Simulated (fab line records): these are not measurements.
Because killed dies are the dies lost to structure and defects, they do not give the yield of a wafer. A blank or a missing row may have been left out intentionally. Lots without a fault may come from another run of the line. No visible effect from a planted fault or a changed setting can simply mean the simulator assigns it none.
2 desks, one fault -- flow sky130 -- numbers are kept per desk, each desk with only its own; the story behind them comes last

THE METROLOGY DESK
Lot by lot, what the gauges showed, no matter which tool ran the lot: averages of those sampled wafers that carry a number. Any lot whose mean is over 4 standard deviations away from the usual mean is out of limits and marked OUT; that distance is given in the brackets.
Columns: A = LI_CONTACT_OVL at SKY_LI_CONTACT_OVL_MEAS_13, usual -2 nm; B = LI_CONTACT_W_RS at SKY_LI_CONTACT_RS_MEAS_22, usual 0.282 ohm/sq; C = LI_CONTACT_W_THK at SKY_LI_CONTACT_THK_MEAS_23, usual 411 nm
lot,first seen here,A,B,C
L354,day 29 01:50,3,0.280,414
L355,day 29 11:41,4,0.279,420
L360,day 31 20:46,0,0.280,406
L362,day 32 09:41,-2,0.277,423
L363,day 32 14:05,-8,0.282,414
L368,day 34 00:50,-7,0.284,408
L370,day 34 18:32,-6,0.283,401
L374,day 35 15:40,-1,0.279,420
L375,day 35 23:14,-3,0.198 (-25) OUT,-
L376,day 36 06:56,-2,0.195 (-26) OUT,-
L377,day 36 11:16,-4,0.284,406
This desk's finding: out of limits on L375, L376; first on L375, day 35 23:57 (LI_CONTACT_W_RS at SKY_LI_CONTACT_RS_MEAS_22). In limits: L354, L355, L360, L362, L363, L368, L370, L374, L377.

THE TOOL OWNER'S DESK: cvdW-01
The tool's own readings at SKY_LI_CONTACT_CVD_21 (deposits W, target thk 400 nm, time 120.56 s): means of the sampled wafers that have a number, for each lot that ran on this tool. Any lot whose mean is over 4 standard deviations away from the usual mean is out of limits and marked OUT; that distance is given in the brackets.
Columns: A = heaterPowerW at SKY_LI_CONTACT_CVD_21, usual 882 W
lot,first seen here,A
L355,day 29 12:17,854
L362,day 32 10:17,1024
L363,day 32 14:41,858
L375,day 35 23:50,700
L376,day 36 07:32,867
This desk's finding: nothing out of limits on any of the 5 lots.

TAKEN TOGETHER
On L375, L376, the metrology desk was in a position to raise an alarm at day 35 23:57.
Nothing out of limits was seen by the tool owner's desk.
Tool owner's desk: L375, L376 on record, inside its limits.
SKY_LI_CONTACT_CVD_21 was run on cvdW-01 by each of the lots named.

WHAT THE SIMULATOR PUT IN
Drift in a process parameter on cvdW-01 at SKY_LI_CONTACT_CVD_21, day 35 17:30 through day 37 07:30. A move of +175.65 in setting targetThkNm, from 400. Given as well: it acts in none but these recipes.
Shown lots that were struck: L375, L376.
Hours from the fault's start to each desk's first reading out of limits: the metrology desk, 6.
